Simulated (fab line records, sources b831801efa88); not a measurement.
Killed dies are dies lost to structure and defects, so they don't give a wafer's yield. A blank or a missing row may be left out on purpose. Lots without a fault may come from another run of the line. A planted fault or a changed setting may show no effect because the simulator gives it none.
Which tool did it? | flow sky130 | 11 lots, 33 wafers sampled, at 3 steps of a route of 708

WHAT THE GAUGES READ, wafer by wafer
SKY_CONTACT_THK_MEAS_26: measures by xrf.
lot  | measured     | on            | CONTACT_W_THK (nm)
L677 | day 33 02:49 | film_metro-02 | 343 344 344
L679 | day 33 03:56 | film_metro-03 | 362 361 350
L681 | day 33 15:49 | film_metro-02 | 347 346 347
L682 | day 34 01:57 | film_metro-04 | 348 350 360
L683 | day 34 08:56 | film_metro-04 | 348 340 343
L684 | day 34 11:53 | film_metro-02 | 343 346 347
L685 | day 34 12:38 | film_metro-03 | 341 346 343
L687 | day 35 10:15 | film_metro-04 | 341 345 340
L691 | day 36 12:19 | film_metro-04 | 341 339 339
L695 | day 37 14:09 | film_metro-04 | 354 349 345
L699 | day 38 23:52 | film_metro-04 | 338 345 340

WHICH TOOL RAN EACH LOT (tool, then ch and the chambers of the sampled wafers, then the start)
lot  | SKY_LOCAL_INTERCONNECT_METAL_ETCH_14 | SKY_CONTACT_STRIP_19
L677 | rie_metal-03 ch 0,1, day 31 20:46    | plasma_asher-03 ch 0,1, day 33 01:55
L679 | rie_metal-04 ch 0, day 31 21:07      | plasma_asher-04 ch 0, day 33 03:00
L681 | rie_metal-03 ch 0,1, day 32 08:58    | plasma_asher-03 ch 0,1, day 33 14:53
L682 | rie_metal-01 ch 0,1, day 32 20:28    | plasma_asher-02 ch 0, day 34 00:59
L683 | rie_metal-04 ch 0, day 33 03:35      | plasma_asher-04 ch 0,1, day 34 08:02
L684 | rie_metal-04 ch 0,1, day 33 06:25    | plasma_asher-02 ch 0,1, day 34 10:59
L685 | rie_metal-01 ch 0,1, day 33 07:04    | plasma_asher-03 ch 0,1, day 34 11:42
L687 | rie_metal-01 ch 0,1, day 34 05:29    | plasma_asher-03 ch 0,1, day 35 09:22
L691 | rie_metal-04 ch 1, day 35 06:50      | plasma_asher-04 ch 1, day 36 11:25
L695 | rie_metal-03 ch 0,1, day 36 08:59    | plasma_asher-04 ch 0,1, day 37 13:15
L699 | rie_metal-03 ch 1, day 37 20:56      | plasma_asher-04 ch 0,1, day 38 22:58
- SKY_LOCAL_INTERCONNECT_METAL_ETCH_14: etches TiN in Cl2/BCl3, stops on PSG, target depth 110 nm, time 31.4 s.
- SKY_CONTACT_STRIP_19: strips in O2/N2.

THE ANSWER, worked out from the rows above alone
Rule: what is usual is taken from the lots themselves. Put in order of their means at a reading, lots are off if they are a third of the lots or fewer, leave a main group of 4 or more, and stand apart from it by a gap of 3 or more times the standard deviation of the main group's means; of several such gaps the widest counts. A main group whose means are all the same, to the digits that the tables above print for the reading, isn't used. A lot without any number at a reading at which 4 lots or more have one is off too. The other lots that the step has rows for count as sound.
No lot is off at any reading shown: from this, nothing can be told.

WHAT THE SIMULATOR HAD PUT IN
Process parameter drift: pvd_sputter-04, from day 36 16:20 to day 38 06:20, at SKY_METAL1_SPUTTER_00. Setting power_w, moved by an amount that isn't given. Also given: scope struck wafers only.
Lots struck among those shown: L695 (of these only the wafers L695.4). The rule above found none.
